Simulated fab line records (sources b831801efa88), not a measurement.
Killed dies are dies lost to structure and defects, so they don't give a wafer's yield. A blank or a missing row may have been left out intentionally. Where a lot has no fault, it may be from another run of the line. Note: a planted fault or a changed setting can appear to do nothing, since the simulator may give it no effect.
A lot that was struck, set against a sound lot + flow gf180mcu + 22 out of 602 route steps
Sound: the wafers L871.1, L871.2, L871.3. Struck: wafers L882.3, L882.5, L882.6. Last of all comes the cause.
Order at every step that has rows: each side's tool, ch and its chambers, its first start. Under that, the readings that differ: sound wafers + struck wafers + difference of the means + sigmas: that difference in standard deviations of wafers without a fault.
alike: words and numbers the same on both sides, and readings whose means are apart by under 2 such deviations; not compared: readings that were withheld, readings missing a value for some wafer, numbers with overlapping values and no deviation given by the record, and bounds like >300 which may hide the same value.
The two part at a step that has a row with sigmas, a row that says differs or no value, or rows on one side only. Non-overlapping numbers with no deviation appear without sigmas and do not part them. A reading that every wafer of one side lacks parts them only if that side has two wafers or more.

first, 5 steps without rows for these wafers: GF_MVPSD_COAT_02 (resist thk 3000 nm); GF_MVPSD_SOFTBAKE_03; GF_MVPSD_EXPOSE_04 (exposes mask MVPSD, target cd 1000 nm); GF_MVPSD_PEB_05; GF_MVPSD_DEVELOP_06 (develop time 60 s).
GF_MVPSD_OVL_MEAS_07:
  sound: overlay-02 at day 6 02:13; struck: overlay-02 at day 8 12:18
  alike: MVPSD_OVL
then, 2 steps without rows for these wafers: GF_MVPSD_IMPLANT_08; GF_MVPSD_IMPLANT_09.
GF_MVPSD_STRIP_10: strips in O2/N2.
  sound on plasma_asher-02 ch 0,1, day 6 02:33; struck on plasma_asher-02 ch 0,1, day 8 12:40
  alike: drypump_motor_current_A, heater_power_w, oes_product_au, strip_time_to_endpoint_s
  not compared: rf_hours_counter_h
GF_MVPSD_TW_MEAS_11:
  sound: film_metro-01 at day 6 02:39; struck: film_metro-04 at day 8 12:44
  alike: MVPSD_TW
then, 2 steps without rows for these wafers: GF_VT_IMPLANT_DEHYDRATE_00 (time 60 s); GF_VT_IMPLANT_HMDS_01 (prime time 60 s).
GF_VT_IMPLANT_COAT_02: resist thk 1000 nm.
  sound on litho_track-03 ch 0, day 6 09:28; struck on litho_track-03 ch 0, day 8 20:31
| reading                                         | sound                | struck               | difference | sigmas |
|-------------------------------------------------|----------------------|----------------------|------------|--------|
| spin_speed_rpm (rpm)                            | 3002.8 2998.9 2999.8 | 3147.3 3147.2 3143.7 | +145.6     | +77    |
| model.NOVOLAK_of_VT_IMPLANT_COAT_02.thk_nm (nm) | 997.5 998.4 997.6    | 977.9 978.7 977.3    | -19.9      |        |
then, 3 steps without rows for these wafers: GF_VT_IMPLANT_SOFTBAKE_03 (time 60 s); GF_VT_IMPLANT_EXPOSE_04 (exposes mask LVPWELL LV AREA, target cd 600 nm); GF_VT_IMPLANT_PEB_05.
GF_VT_IMPLANT_DEVELOP_06: develop time 60 s.
  sound on litho_track-04 ch 0, day 6 17:19; struck on litho_track-01 ch 0, day 9 04:43
| reading                                         | sound         | struck            | difference | sigmas |
|-------------------------------------------------|---------------|-------------------|------------|--------|
| model.NOVOLAK_of_VT_IMPLANT_COAT_02.thk_nm (nm) | 997 998 997.2 | 977.5 978.3 976.9 | -19.8      |        |
GF_VT_IMPLANT_OVL_MEAS_07:
  sound: overlay-02 at day 6 17:28; struck: overlay-02 at day 9 04:49
  alike: VT_IMPLANT_OVL
next, for these wafers, 1 step has no rows: GF_VT_IMPLANT_IMPLANT_08.
GF_VT_IMPLANT_STRIP_09: strips in O2/N2.
  sound on plasma_asher-03 ch 0,1, day 6 17:39; struck on plasma_asher-01 ch 0,1, day 9 05:02
| reading                      | sound             | struck            | difference | sigmas |
|------------------------------|-------------------|-------------------|------------|--------|
| drypump_motor_current_A (A)  | 4.9 5.3 5.3       | 6.5 6.5 6.5       | +1.3       | +2     |
| strip_time_to_endpoint_s (s) | 12.60 12.60 12.61 | 12.38 12.39 12.36 | -0.23      | -7     |
  alike: heater_power_w, oes_product_au
  not compared: rf_hours_counter_h
GF_VT_IMPLANT_TW_MEAS_10:
  sound: film_metro-04 at day 6 17:45; struck: film_metro-03 at day 9 05:07
  alike: VT_IMPLANT_TW
GF_PASSIVATION_PROBE_99:
  the record has rows for the sound wafers here (prober-02, day 30 09:23) and none for the struck ones

## WHERE THEY PART
Earliest at GF_VT_IMPLANT_COAT_02; latest, in this record, at GF_PASSIVATION_PROBE_99.

WHY: the cause the simulator had injected
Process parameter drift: litho_track-03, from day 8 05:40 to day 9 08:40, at GF_VT_IMPLANT_COAT_02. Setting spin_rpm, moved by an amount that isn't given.
